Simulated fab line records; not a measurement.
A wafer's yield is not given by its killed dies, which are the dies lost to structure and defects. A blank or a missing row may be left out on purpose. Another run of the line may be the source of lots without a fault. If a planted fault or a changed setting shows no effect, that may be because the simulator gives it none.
A struck lot beside a sound one | flow sky130 | 14 steps out of a route of 708
Sound: the wafers L184.2, L184.3, L184.4. The struck wafers were L198.1, L198.4, L198.5. The cause is given at the end.
Each step with rows lists, per side, the tool, then ch with its chambers, then its first start. Under that, the readings that differ: sound wafers | struck wafers | difference of the means | sigmas: that difference in standard deviations of wafers without a fault.
alike: words and numbers the same on both sides, and readings whose means are apart by under 2 such deviations; not compared: readings that were withheld, readings missing a value for some wafer, numbers with overlapping values and no deviation given by the record, and bounds like >300 which may hide the same value.
A row with sigmas, a row that says differs or no value, or rows on one side alone: a step with any of these is where the two part. Non-overlapping numbers with no deviation appear without sigmas and do not part them. Lack of a reading on every wafer of one side parts them only where that side has two or more wafers.

first, 1 step without rows for these wafers: SKY_VT_ADJUST_PCH_IMPLANT_08.
SKY_VT_ADJUST_PCH_STRIP_09: strips in O2/N2.
  sound on plasmaAsher-02 ch 0,1, day 11 08:05; struck on plasmaAsher-03 ch 1, day 15 19:50
  alike: drypumpMotorCurrentA, n2FlowSccm, oesProductAu, stripTimeToEndpointS
  not compared: rfHoursCounterH
SKY_VT_ADJUST_PCH_TW_MEAS_10:
  sound on filmMetro-04, day 11 08:12; struck on filmMetro-04, day 15 19:56
  alike: VT_ADJUST_PCH_TW
then, 7 steps without rows for these wafers: SKY_SONOS_TUNNEL_DEHYDRATE_00 (time 60 s); SKY_SONOS_TUNNEL_HMDS_01 (prime time 60 s); SKY_SONOS_TUNNEL_COAT_02 (resist thk 1140 nm); SKY_SONOS_TUNNEL_SOFTBAKE_03 (time 60 s); SKY_SONOS_TUNNEL_EXPOSE_04 (exposes mask TUNM, target cd 410 nm); SKY_SONOS_TUNNEL_PEB_05; SKY_SONOS_TUNNEL_DEVELOP_06 (develop time 60 s).
SKY_SONOS_TUNNEL_CD_MEAS_07: the cd target is 410 nm.
  sound on cdSem-02, day 12 08:14; struck on cdSem-02, day 17 00:35
  alike: cdNm
SKY_SONOS_TUNNEL_OVL_MEAS_08:
  sound on overlay-01, day 12 08:20; struck on overlay-02, day 17 00:42
reading               | sound          | struck      | difference | sigmas
SONOS_TUNNEL_OVL (nm) | -1.7 -3.0 -2.1 | 2.7 1.4 4.4 | +5.1       | +3
SKY_SONOS_TUNNEL_IMPLANT_09:
  sound on implanter-04 ch 0, day 12 08:23; struck on implanter-02 ch 0, day 17 00:44
reading                  | sound                | struck               | difference | sigmas
beamEnergyKeV            | 19.984 19.989 19.987 | 17.969 17.986 17.990 | -2.005     | -99 or more
model.implant.rpNm (nm)  | 64.79 64.79 64.79    | 58.93 58.93 58.93    | -5.86      | 
model.implant.drpNm (nm) | 28.34 28.34 28.34    | 26.28 26.28 26.28    | -2.06      | 
then, 1 step without rows for these wafers: SKY_SONOS_TUNNEL_WET_ETCH_10 (etches SiO2 in dHF, target depth 14 nm, time 280 s).

## WHERE THEY PART
Last at SKY_SONOS_TUNNEL_IMPLANT_09 as far as this record goes, first at SKY_SONOS_TUNNEL_OVL_MEAS_08.

WHY: what the simulator had put in
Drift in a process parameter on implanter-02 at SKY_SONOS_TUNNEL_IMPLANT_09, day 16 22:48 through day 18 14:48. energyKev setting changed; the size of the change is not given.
